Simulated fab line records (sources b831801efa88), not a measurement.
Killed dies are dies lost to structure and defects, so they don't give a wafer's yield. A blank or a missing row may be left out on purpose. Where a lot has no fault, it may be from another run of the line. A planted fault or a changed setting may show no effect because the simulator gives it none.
Which tool is to blame?    flow sky130    42 wafers from 14 lots sampled at 4 of the route's 708 steps

## WHAT THE GAUGES READ, wafer by wafer
SKY_PAD_OPEN_BOW_MEAS_13.
lot   measured      on             PAD_OPEN_BOW (um)
L699  day 46 01:32  film-metro-01  42 40 43
L701  day 46 06:23  film-metro-02  28 50 49
L702  day 46 14:32  film-metro-01  38 51 49
L703  day 46 18:40  film-metro-01  44 47 57
L707  day 47 19:22  film-metro-01  49 47 51
L712  day 49 16:04  film-metro-02  38 29 38
L713  day 49 17:43  film-metro-01  50 55 51
L714  day 49 18:53  film-metro-02  55 51 54
L715  day 49 19:25  film-metro-01  50 44 54
L717  day 49 22:10  film-metro-03  58 51 70
L718  day 50 00:08  film-metro-03  32 43 39
L719  day 50 05:18  film-metro-02  49 43 58
L720  day 50 14:30  film-metro-01  29 35 43
L722  day 50 21:17  film-metro-03  51 49 57

## WHICH TOOL RAN EACH LOT (tool, then ch and the chambers of the sampled wafers, then the start)
lot   SKY_FIELD_ISO_WET_ETCH_30       SKY_METAL5_SPUTTER_00         SKY_METAL5_DESCUM_14
L699  wet-bench-04 ch 3, day 2 12:41  pvd-sputter-02, day 43 03:07  rie-metal-02 ch 0,1, day 44 02:26
L701  wet-bench-04 ch 3, day 2 22:20  pvd-sputter-02, day 43 09:04  rie-metal-03 ch 0,1, day 44 08:07
L702  wet-bench-01 ch 1, day 3 03:52  pvd-sputter-04, day 43 18:20  rie-metal-03 ch 0,1, day 44 17:10
L703  wet-bench-04 ch 1, day 3 06:43  pvd-sputter-02, day 44 00:06  rie-metal-02 ch 0,1, day 44 22:55
L707  wet-bench-03 ch 2, day 4 03:48  pvd-sputter-01, day 45 01:37  rie-metal-04 ch 0,1, day 45 22:58
L712  wet-bench-04 ch 3, day 5 09:23  pvd-sputter-01, day 47 05:00  rie-metal-04 ch 1, day 48 00:10
L713  wet-bench-04 ch 3, day 5 12:14  pvd-sputter-02, day 47 07:00  rie-metal-04 ch 0,1, day 48 01:50
L714  wet-bench-04 ch 3, day 5 16:58  pvd-sputter-01, day 47 07:07  rie-metal-02 ch 0,1, day 48 02:31
L715  wet-bench-03 ch 0, day 5 21:15  pvd-sputter-04, day 47 08:21  rie-metal-04 ch 0,1, day 48 03:40
L717  wet-bench-04 ch 0, day 6 07:23  pvd-sputter-01, day 47 10:19  rie-metal-03 ch 0,1, day 48 05:58
L718  wet-bench-04 ch 0, day 6 11:55  pvd-sputter-02, day 47 13:33  rie-metal-02 ch 0,1, day 48 08:10
L719  wet-bench-01 ch 3, day 6 17:49  pvd-sputter-02, day 47 19:35  rie-metal-02 ch 0, day 48 14:07
L720  wet-bench-04 ch 2, day 6 21:59  pvd-sputter-02, day 48 07:23  rie-metal-04 ch 0,1, day 49 01:43
L722  wet-bench-03 ch 3, day 7 11:23  pvd-sputter-02, day 48 14:43  rie-metal-03 ch 0, day 49 09:01
- SKY_FIELD_ISO_WET_ETCH_30: etches SiO2 in dHF, target depth 25 nm, time 50 s.
- SKY_METAL5_SPUTTER_00: material Ti, target thk 15 nm, time 10 s.
- SKY_METAL5_DESCUM_14: chemistry O2, time 11 s.

## AS READ BY THE TOOLS THEMSELVES (means over the sampled wafers that have a number; for cases with no such wafer, the mark the record gives instead)
SKY_METAL5_SPUTTER_00.
lot   tool            throttle-valve-pct (%)
L699  pvd-sputter-02  29.9
L701  pvd-sputter-02  29.6
L702  pvd-sputter-04  30.6
L703  pvd-sputter-02  30.1
L707  pvd-sputter-01  29.9
L712  pvd-sputter-01  29.8
L713  pvd-sputter-02  30.1
L714  pvd-sputter-01  30.4
L715  pvd-sputter-04  29.6
L717  pvd-sputter-01  29.9
L718  pvd-sputter-02  29.5
L719  pvd-sputter-02  29.6
L720  pvd-sputter-02  29.0
L722  pvd-sputter-02  30.0

SKY_METAL5_DESCUM_14.
lot   tool          drypump-motor-current-A (A)  oes-product-au (a.u.)
L699  rie-metal-02  5.7                          0.995
L701  rie-metal-03  5.5                          0.997
L702  rie-metal-03  5.5                          1.005
L703  rie-metal-02  5.8                          0.999
L707  rie-metal-04  6.3                          1.002
L712  rie-metal-04  6.6                          0.998
L713  rie-metal-04  6.3                          0.995
L714  rie-metal-02  6.0                          1.002
L715  rie-metal-04  6.3                          0.999
L717  rie-metal-03  5.5                          1.005
L718  rie-metal-02  5.7                          1.004
L719  rie-metal-02  6.2                          0.997
L720  rie-metal-04  6.3                          0.998
L722  rie-metal-03  5.6                          1.006

## THE ANSWER, worked out from the rows above alone
Rule: the lots themselves supply what counts as usual. Put in order of their means at a reading, lots are off if they are a third of the lots or fewer, leave a main group of 4 or more, and stand apart from it by a gap of 3 or more times the standard deviation of the main group's means; of several such gaps the widest counts. Not used: any main group whose means are identical at the precision the tables above print for the reading. Also off: a lot with no number at a reading for which 4 or more lots have one. Any other lot the step has rows for is counted as sound. First the gauges in route order, then the tools' own readings, where a lot's mean is used as printed above. The first step at which some lot is off is used, and at that step the reading that is off furthest; a lot without a number counts as furthest.
Across all readings shown, no lot is off: no conclusion can be drawn from this.

## WHAT WAS PUT IN BY THE SIMULATOR
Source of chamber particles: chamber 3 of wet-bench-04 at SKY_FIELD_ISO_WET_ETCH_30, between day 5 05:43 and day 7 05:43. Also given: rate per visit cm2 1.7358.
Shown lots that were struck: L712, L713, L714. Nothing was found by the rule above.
